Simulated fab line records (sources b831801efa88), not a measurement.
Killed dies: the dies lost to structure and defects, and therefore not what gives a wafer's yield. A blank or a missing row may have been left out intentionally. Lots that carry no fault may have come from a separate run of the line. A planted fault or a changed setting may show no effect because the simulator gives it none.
The same fault as seen by 2 desks | flow sky130 | every desk sees just its own numbers, and what lay behind them comes last

== AT THE METROLOGY DESK ==
What the gauges read, lot by lot, whatever tool the lot ran on: means of the sampled wafers that have a number. The brackets show how far a lot's mean lies from the usual mean; more than 4 standard deviations puts the lot out of limits, marked OUT.
Columns: A = VIA3_W_RS at SKY_VIA3_RS_MEAS_22, usual 0.295 ohm/sq; B = VIA3_W_THK at SKY_VIA3_THK_MEAS_23, usual 397 nm
lot  | first seen here | A     | B
L567 | day 40 12:51    | 0.295 | 398
L569 | day 40 19:26    | 0.299 | 388
L579 | day 43 22:52    | 0.293 | 404
L581 | day 44 07:25    | 0.295 | 392
L586 | day 45 13:22    | 0.291 | 397
L587 | day 45 18:08    | 0.295 | 408
This desk found nothing out of limits on any of the 6 lots.

== FOR THE TOOL OWNER'S DESK: pvd-sputter-02 ==
The tool's own readings at SKY_METAL4_SPUTTER_03 (material Ti, target thk 5 nm, time 3.3 s): means of the sampled wafers that have a number, for each lot that ran on this tool. The brackets show how far a lot's mean lies from the usual mean; more than 4 standard deviations puts the lot out of limits, marked OUT.
Columns: A = chamber-pressure-pa at SKY_METAL4_SPUTTER_03, usual 0.3999 Pa; B = throttle-valve-pct at SKY_METAL4_SPUTTER_03, usual 29.8 %
lot  | first seen here | A                        | B
L567 | day 40 13:25    | 0.3993                   | 31.1
L579 | day 43 23:26    | 0.2871 (-99 or more) OUT | 35.5 (+6.0) OUT
L581 | day 44 11:09    | 0.2874 (-99 or more) OUT | 36.0 (+6.6) OUT
This desk finds L579, L581 out of limits, L579 being first, at day 43 23:26 (chamber-pressure-pa at SKY_METAL4_SPUTTER_03). L567 stayed within limits.

== BROUGHT TOGETHER ==
An alarm could have come from the tool owner's desk at day 43 23:26, on L579, L581.
From the metrology desk's view, nothing was out of limits.
The metrology desk holds a record of L579, L581, inside its limits.
SKY_METAL4_SPUTTER_03 was run on pvd-sputter-02 by each of the lots named.

== WHAT WAS PUT IN BY THE SIMULATOR ==
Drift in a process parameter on pvd-sputter-02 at SKY_METAL4_SPUTTER_03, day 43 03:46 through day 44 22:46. The setting chamber-pressure-pa was moved by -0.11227, starting from 0.4. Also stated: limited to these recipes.
Shown lots that were struck: L579, L581.
Delay in hours, fault start to first out-of-limits reading, by desk: the tool owner's desk at 20.
